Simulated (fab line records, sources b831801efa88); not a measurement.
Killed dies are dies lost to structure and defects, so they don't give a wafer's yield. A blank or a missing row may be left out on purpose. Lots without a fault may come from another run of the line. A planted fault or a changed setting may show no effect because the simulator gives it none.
fab line records | flow sky130
record lots=6 wafers=18 last_day=50
route steps=708 shown CAPM@539 PAD_OPEN@708
lots that met no fault: from a run of the same line without faults
start_h: hours from the record's first day to the start of the lot's first wafer shown | wait_h: hours since the lot's step before | " the same as in the row above | L1.1+2: a row that stands for several wafers | - no value, or no start given | * or withheld: withheld | < > ~ a bound
route shown NAME@n: a module of which the file shows steps, and the number in the route of the first | usual: mean/standard deviation of fault-free wafers | same: alike in all rows | chamber/n: place in a boat | sites: the reading at each site | _std_site: their standard deviation | _edge_site: outer sites' mean less inner sites' | radius_mm: how far each site lies from the wafer's centre | mask NAME#n: copy n | behind: the tool/chamber that last shaped the wafer | hold: why the lot was held/for how many hours/how that ended | device: the transistor (n, p or np) that didn't switch | end of line: the same wafers' tests at the end of the route | a step without rows: its recipe alone | killed: dies lost to structure and defects at the first sort, not the wafer's yield | map: a wafer's dies, x killed, . not, _ none there
set.NAME: the setting as run; set.NAME@STEP: as run at that earlier step | model.NAME: the simulator's own value behind a step, which no gauge read
lots at some steps of the route; a table a step, a row a wafer
services: from which hour (start_h, from the record's first day; less than 0 if before it) a tool's chamber was out of use, for how many hours, and why
## steps
# step SKY_CAPM_SPUTTER_02
# recipe material=TiN target_thk_nm=200 temp_c=300 power_w=6500 time_s=166.7 chamber_pressure_pa=0.4
# usual throttle_valve_pct=30.1/0.82
# same time_s=166.7
# columns lot.wafer tool chamber start_h wait_h throttle_valve_pct
L720.1 pvd_sputter-02 - 924.83 0.1 29.9
L720.2 " - " " 30.0
L720.6 " - " " 30.1
L722.1 pvd_sputter-02 - 929.30 0.1 31.9
L722.2 " - " " 30.0
L722.4 " - " " 29.6
L729.2 pvd_sputter-02 - 968.84 0.0 32.1
L729.4 " - " " 29.6
L729.6 " - " " 29.9
L731.2 pvd_sputter-03 - 983.02 0.0 29.2
L731.5 " - " " 29.7
L731.6 " - " " 29.4
L733.2 pvd_sputter-02 - 1001.08 0.0 31.7
L733.4 " - " " 29.7
L733.5 " - " " 31.6
L735.4 pvd_sputter-01 - 1010.77 0.0 29.3
L735.5 " - " " 30.5
L735.6 " - " " 30.4
# step SKY_CAPM_RS_MEAS_03
# recipe thk_meas_gauge=four-point-probe reads=TiN_of_CAPM_SPUTTER_02
# usual CAPM_TIN_RS=6.91/0.081
# columns lot.wafer tool chamber start_h wait_h CAPM_TIN_RS[ohm/sq]
L720.1 film_metro-03 - 924.94 0.1 6.88
L720.2 " - " " 6.85
L720.6 " - " " 6.78
L722.1 film_metro-02 - 929.41 0.1 6.92
L722.2 " - " " 6.92
L722.4 " - " " 6.88
L729.2 film_metro-02 - 968.97 0.1 6.92
L729.4 " - " " 6.89
L729.6 " - " " 6.94
L731.2 film_metro-03 - 983.15 0.1 6.93
L731.5 " - " " 6.98
L731.6 " - " " 6.89
L733.2 film_metro-03 - 1001.21 0.1 6.88
L733.4 " - " " 6.87
L733.5 " - " " 6.93
L735.4 film_metro-04 - 1010.94 0.1 6.93
L735.5 " - " " 6.99
L735.6 " - " " 6.93
# step SKY_CAPM_THK_MEAS_04
# recipe thk_meas_gauge=xrf reads=TiN_of_CAPM_SPUTTER_02
# usual CAPM_TIN_THK=197.3/2.2
# columns lot.wafer tool chamber start_h wait_h CAPM_TIN_THK[nm]
L720.1 film_metro-03 - 925.06 0.1 197.7
L720.2 " - " " 199.6
L720.6 " - " " 201.9
L722.1 film_metro-02 - 929.53 0.1 196.4
L722.2 " - " " 197.3
L722.4 " - " " 198.2
L729.2 film_metro-02 - 969.08 0.1 195.7
L729.4 " - " " 197.1
L729.6 " - " " 196.0
L731.2 film_metro-03 - 983.26 0.1 197.8
L731.5 " - " " 196.3
L731.6 " - " " 197.9
L733.2 film_metro-03 - 1001.32 0.1 198.7
L733.4 " - " " 198.4
L733.5 " - " " 198.0
L735.4 film_metro-04 - 1011.03 0.1 197.2
L735.5 " - " " 196.5
L735.6 " - " " 197.7
# step SKY_CAPM_DEHYDRATE_05
# recipe temp_c=200 time_s=60
# step SKY_CAPM_HMDS_06
# recipe prime_time_s=60 prime_temp_c=120
# step SKY_CAPM_COAT_07
# recipe resist=NOVOLAK spin_rpm=3000 resist_thk_nm=1140
# step SKY_CAPM_SOFTBAKE_08
# recipe temp_c=90 time_s=60 resist=NOVOLAK
# step SKY_CAPM_EXPOSE_09
# recipe mask_id=CAPM na=0.6 source_shape=conventional sigma_outer=0.6 polarization=unpolarized target_cd_nm=1000 dose_mj=159
# step SKY_CAPM_PEB_10
# recipe temp_c=withheld time_s=* resist=NOVOLAK
# step SKY_CAPM_DEVELOP_11
# recipe resist=NOVOLAK developer=TMAH develop_time_s=60 dev_temp_c=23
# step SKY_CAPM_OVL_MEAS_12
# usual CAPM_OVL=0.4/1.2
# columns lot.wafer tool chamber start_h wait_h CAPM_OVL[nm]
L720.1 overlay-02 - 948.60 0.1 -1.2
L720.2 " - " " 1.5
L720.6 " - " " -1.6
L722.1 overlay-02 - 953.76 0.1 1.2
L722.2 " - " " -0.3
L722.4 " - " " -0.1
L729.2 overlay-01 - 993.30 0.1 1.7
L729.4 " - " " 1.7
L729.6 " - " " 0.9
L731.2 overlay-02 - 1006.47 0.1 0.7
L731.5 " - " " 0.8
L731.6 " - " " 1.9
L733.2 overlay-02 - 1023.92 0.1 1.4
L733.4 " - " " -0.7
L733.5 " - " " 1.8
L735.4 overlay-01 - 1032.21 0.1 0.1
L735.5 " - " " -0.6
L735.6 " - " " -0.4
# step SKY_CAPM_METAL_ETCH_13
# recipe target_depth_nm=220 stop_on=SiO2 chemistry=Cl2/BCl3 target=TiN pressure_mtorr=10 icp_w=900 bias_w=48.5 Cl2_flow_sccm=60 bcl3_flow_sccm=30 time_s=62.9
# usual drypump_motor_current_A=5.4/0.39 oes_product_au=0.940/0.0078 throttle_valve_pct=21.902/0.0096
# same time_s=62.9
# columns lot.wafer tool chamber start_h wait_h drypump_motor_current_A oes_product_au rf_hours_counter_h throttle_valve_pct
L720.1 rie_metal-02 0 948.63 0.0 5.5 0.940 4 21.909
L720.2 " 1 " " 5.6 0.945 5 21.893
L720.6 " 0 " " 5.5 0.954 - 21.896
L722.1 rie_metal-04 0 953.80 0.0 5.9 0.943 5 21.891
L722.2 " 1 " " 5.3 0.946 10 21.894
L722.4 " 0 " " 5.9 0.941 - 21.906
L729.2 rie_metal-04 0 993.36 0.0 5.9 0.947 - 21.915
L729.4 " 0 " " 5.9 0.938 - 21.907
L729.6 " 0 " " 5.9 0.939 - 21.911
L731.2 rie_metal-02 0 1006.50 0.0 5.5 0.934 6 21.900
L731.5 " 1 " " 5.6 0.940 - 21.896
L731.6 " 0 " " 5.5 0.941 - 21.896
L733.2 rie_metal-02 0 1023.95 0.0 5.5 0.937 7 21.905
L733.4 " 0 " " 5.5 0.939 - 21.895
L733.5 " 0 " " 5.5 0.944 - 21.904
L735.4 rie_metal-04 0 1032.26 0.0 5.9 0.940 - 21.909
L735.5 " 1 " " 5.3 0.935 - 21.911
L735.6 " 0 " " 5.9 0.939 - 21.907
# step SKY_CAPM_STRIP_14
# recipe chemistry=O2/N2 power_w=1400 pressure_mtorr=1500 platen_temp_c=withheld o2_flow_sccm=3000 n2_flow_sccm=300 overash_fraction=0.5
# usual drypump_motor_current_A=5.5/0.53 o2_flow_sccm=3000/9 oes_product_au=0.711/0.0044 strip_time_to_endpoint_s=12.65/0.042
# columns lot.wafer tool chamber start_h wait_h drypump_motor_current_A o2_flow_sccm oes_product_au rf_hours_counter_h strip_time_to_endpoint_s
L720.1 plasma_asher-02 0 948.71 0.1 5.8 3010 0.711 113 12.59
L720.2 " 1 " " 6.4 3000 0.716 113 12.62
L720.6 " 0 " " 5.8 3005 0.710 - 12.59
L722.1 plasma_asher-03 1 953.88 0.1 4.9 2981 0.710 82 12.69
L722.2 " 0 " " 4.9 3013 0.709 82 12.66
L722.4 " 0 " " 4.9 3029 0.714 - 12.67
L729.2 plasma_asher-02 0 993.49 0.1 5.8 2391 0.699 118 12.86
L729.4 " 1 " " 6.4 2996 0.712 - 12.64
L729.6 " 0 " " 5.8 2396 0.706 - 12.84
L731.2 plasma_asher-02 0 1006.58 0.1 5.9 2403 0.707 119 12.79
L731.5 " 1 " " 6.4 2992 0.712 - 12.65
L731.6 " 0 " " 5.9 2412 0.709 - 12.80
L733.2 plasma_asher-04 1 1024.03 0.1 5.2 3001 0.710 60 12.63
L733.4 " 1 " " 5.2 2975 0.701 - 12.62
L733.5 " 0 " " 5.7 3008 0.705 - 12.64
L735.4 plasma_asher-03 0 1032.34 0.1 4.9 3003 0.714 - 12.61
L735.5 " 0 " " 4.9 2978 0.705 - 12.61
L735.6 " 1 " " 4.9 3003 0.716 - 12.63
# step SKY_CAPM_STRIP_15
# recipe chemistry=post_etch_residue_remover time_s=1200 temp_c=72.5
# step SKY_PAD_OPEN_PROBE_99
# usual defect_limited_yield=82.4/1.9 killed_at_M0_to_M3=44/7.2 killed_at_M4_up=3.2/1.8 killed_at_contacts=24/5.4 killed_at_front_end=15/4 killed_at_other=0.3/0.56 killed_dies=87/9.2 killed_open=47/7.3 killed_short=39/5.7 sort_bin_3_pad_short=0.9/0.45 sort_bin_5_function=10.6/1.5 sort_bin_6_memory=6.2/1.1 sort_n_pass=405/9.2 sort_yield_pct=82.4/1.9
# same gross_dies=492 killed_at_back_side=0 sort_bin_4_leakage[%]=0 sort_bin_8_speed[%]=0
# columns lot.wafer tool chamber start_h wait_h defect_limited_yield[%] killed_at_M0_to_M3 killed_at_M4_up killed_at_contacts killed_at_front_end killed_at_other killed_dies killed_open killed_short sort_bin_3_pad_short[%] sort_bin_5_function[%] sort_bin_6_memory[%] sort_n_pass sort_yield_pct[%]
L720.1 prober-02 - 1135.45 0.1 80.9 51 3 22 18 0 94 55 38 1.2 11.4 6.5 398 80.9
L720.2 prober-02 - 1135.50 0.1 83.7 42 3 19 16 0 80 43 36 1.0 8.7 6.5 412 83.7
L720.6 prober-02 - 1135.70 0.2 86.4 40 1 16 10 0 67 42 25 0.8 7.5 5.3 425 86.4
L722.1 prober-01 - 1138.25 0.1 82.7 42 3 25 14 1 85 44 41 0.8 10.4 6.1 407 82.7
L722.2 prober-01 - 1138.30 0.1 81.9 47 0 24 18 0 89 43 46 0.8 12.0 5.3 403 81.9
L722.4 prober-01 - 1138.40 0.2 82.9 49 5 18 12 0 84 45 39 0.6 9.6 6.9 408 82.9
L729.2 prober-01 - 1170.68 0.1 81.3 38 4 29 21 0 92 46 45 2.2 10.4 6.1 400 81.3
L729.4 prober-01 - 1170.78 0.2 81.1 39 4 28 22 0 93 45 47 1.2 11.0 6.7 399 81.1
L729.6 prober-01 - 1170.88 0.2 84.6 34 2 24 16 0 76 39 35 1.4 8.1 5.9 416 84.6
L731.2 prober-01 - 1178.56 0.1 83.5 38 0 29 13 1 81 50 31 1.0 10.6 4.9 411 83.5
L731.5 prober-01 - 1178.71 0.2 79.7 55 4 31 10 0 100 61 39 0.6 12.4 7.3 392 79.7
L731.6 prober-01 - 1178.76 0.2 82.3 49 0 27 11 0 87 58 29 0.4 12.2 5.1 405 82.3
L733.2 prober-01 - 1190.98 0.1 80.3 55 1 33 8 0 97 59 38 1.4 12.0 6.3 395 80.3
L733.4 prober-01 - 1191.08 0.2 79.7 54 1 29 16 0 100 64 36 1.4 10.8 8.1 392 79.7
L733.5 prober-01 - 1191.13 0.2 79.5 48 4 34 15 0 101 61 40 1.2 13.6 5.7 391 79.5
# killed by level:class
L720.1 CONTACT:geometric_particle:open=15 VIA2:geometric_particle:open=12 METAL2:geometric_particle:short=7 VIA3:geometric_particle:open=6 VIA1:geometric_particle:short=5 VIA1:geometric_particle:open=5 FIELD_ISO:geometric_particle:open=4 FIELD_ISO:geometric_particle:short=4
L720.2 VIA1:geometric_particle:open=10 METAL1:geometric_particle:short=9 CONTACT:geometric_particle:open=6 VIA2:geometric_particle:open=6 FIELD_ISO:geometric_particle:short=5 LI_CONTACT:geometric_particle:open=4 POLY_CUT:geometric_particle:open=3 METAL4:geometric_particle:short=3
L720.6 VIA1:geometric_particle:open=12 LI_CONTACT:geometric_particle:open=10 VIA3:geometric_particle:open=7 VIA1:geometric_particle:short=6 VIA2:geometric_particle:open=6 POLY_GATE:geometric_particle:short=3 LOCAL_INTERCONNECT:geometric_particle:short=3 METAL1:geometric_particle:short=3
L722.1 VIA2:geometric_particle:open=9 METAL2:geometric_particle:short=9 CONTACT:geometric_particle:open=9 METAL1:geometric_particle:short=7 LI_CONTACT:geometric_particle:open=7 FIELD_ISO:geometric_particle:short=5 CONTACT:geometric_particle:short=5 VIA1:geometric_particle:open=5
L722.2 METAL2:geometric_particle:short=14 VIA1:geometric_particle:open=12 LI_CONTACT:geometric_particle:open=10 FIELD_ISO:geometric_particle:short=8 CONTACT:geometric_particle:short=6 VIA3:geometric_particle:open=6 FIELD_ISO:geometric_particle:open=5 CONTACT:geometric_particle:open=4
L722.4 VIA1:geometric_particle:open=8 METAL1:geometric_particle:short=7 VIA3:geometric_particle:open=7 CONTACT:geometric_particle:open=6 FIELD_ISO:geometric_particle:open=5 METAL2:geometric_particle:short=5 VIA2:geometric_particle:short=5 FIELD_ISO:geometric_particle:short=4
L729.2 VIA1:geometric_particle:open=10 FIELD_ISO:geometric_particle:short=9 CONTACT:geometric_particle:open=8 LI_CONTACT:geometric_particle:open=6 VIA2:geometric_particle:open=6 LOCAL_INTERCONNECT:geometric_particle:short=5 CONTACT:geometric_particle:short=5 METAL2:geometric_particle:short=5
L729.4 VIA1:geometric_particle:open=8 METAL2:geometric_particle:short=7 POLY_GATE:geometric_particle:short=6 LI_CONTACT:geometric_particle:open=6 LOCAL_INTERCONNECT:geometric_particle:short=6 CONTACT:geometric_particle:open=6 VIA3:geometric_particle:open=6 CONTACT:geometric_particle:short=5
L729.6 CONTACT:geometric_particle:open=12 VIA1:geometric_particle:open=7 VIA3:geometric_particle:open=5 FIELD_ISO:geometric_particle:short=4 LI_CONTACT:geometric_particle:open=4 VIA1:geometric_particle:short=4 METAL2:geometric_particle:short=4 POLY_GATE:geometric_particle:short=3
L731.2 CONTACT:geometric_particle:open=10 VIA1:geometric_particle:open=10 VIA3:geometric_particle:open=9 LI_CONTACT:geometric_particle:open=7 CONTACT:geometric_particle:short=6 METAL2:geometric_particle:short=6 LI_CONTACT:geometric_particle:short=5 FIELD_ISO:geometric_particle:open=4
L731.5 VIA1:geometric_particle:open=15 CONTACT:geometric_particle:open=12 VIA2:geometric_particle:open=12 VIA3:geometric_particle:open=8 LI_CONTACT:geometric_particle:short=6 CONTACT:geometric_particle:short=6 METAL1:geometric_particle:short=6 LI_CONTACT:geometric_particle:open=4
L731.6 VIA1:geometric_particle:open=16 LI_CONTACT:geometric_particle:open=10 CONTACT:geometric_particle:open=10 VIA3:geometric_particle:open=7 VIA1:geometric_particle:short=5 VIA2:geometric_particle:open=5 FIELD_ISO:geometric_particle:open=4 METAL2:geometric_particle:short=4
L733.2 VIA1:geometric_particle:open=19 CONTACT:geometric_particle:open=11 LI_CONTACT:geometric_particle:open=9 VIA3:geometric_particle:open=8 METAL2:geometric_particle:short=6 VIA2:geometric_particle:open=5 LI_CONTACT:geometric_particle:short=5 LOCAL_INTERCONNECT:geometric_particle:short=5
L733.4 VIA1:geometric_particle:open=17 CONTACT:geometric_particle:open=13 METAL2:geometric_particle:short=10 LI_CONTACT:geometric_particle:open=9 VIA3:geometric_particle:open=6 CONTACT:geometric_particle:short=5 METAL1:geometric_particle:short=5 VIA2:geometric_particle:open=5
L733.5 VIA1:geometric_particle:open=15 CONTACT:geometric_particle:open=14 VIA2:geometric_particle:open=9 LOCAL_INTERCONNECT:geometric_particle:short=8 LI_CONTACT:geometric_particle:open=5 METAL2:geometric_particle:short=5 FIELD_ISO:geometric_particle:open=3 SPACER:geometric_particle:open=3
## services
# columns tool chamber start_h hours kind
plasma_asher-03 - 921.55 3.3 repair
plasma_asher-03 - 926.39 0.4 repair
pvd_sputter-01 - 927.30 2.9 repair
pvd_sputter-03 - 930.74 1.1 repair
rie_metal-02 1 932.22 12.3 repair
rie_metal-04 1 986.03 9.3 repair
plasma_asher-02 - 992.32 0.6 repair
plasma_asher-03 - 993.52 1.0 repair
rie_metal-02 - 993.80 2.8 pm
## key
first_sign step=SKY_CAPM_STRIP_14 reading=o2_flow_sccm direction=down sigmas=67 usual=3000 struck=2401
effect step=SKY_CAPM_STRIP_14 reading=strip_time_to_endpoint_s direction=up sigmas=4.2 usual=* struck=*
met_at SKY_CAPM_STRIP_14
struck_wafers L729.2,L729.6,L731.2,L731.6
onset_between 948.71 993.49
fault kind=process_parameter_drift tool=plasma_asher-02 chamber=0 onset_h=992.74 steps=SKY_CAPM_STRIP_14 channel=o2_flow_sccm offset=-600 shape=step end_h=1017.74 acts_in=these_recipes_only stated=3000
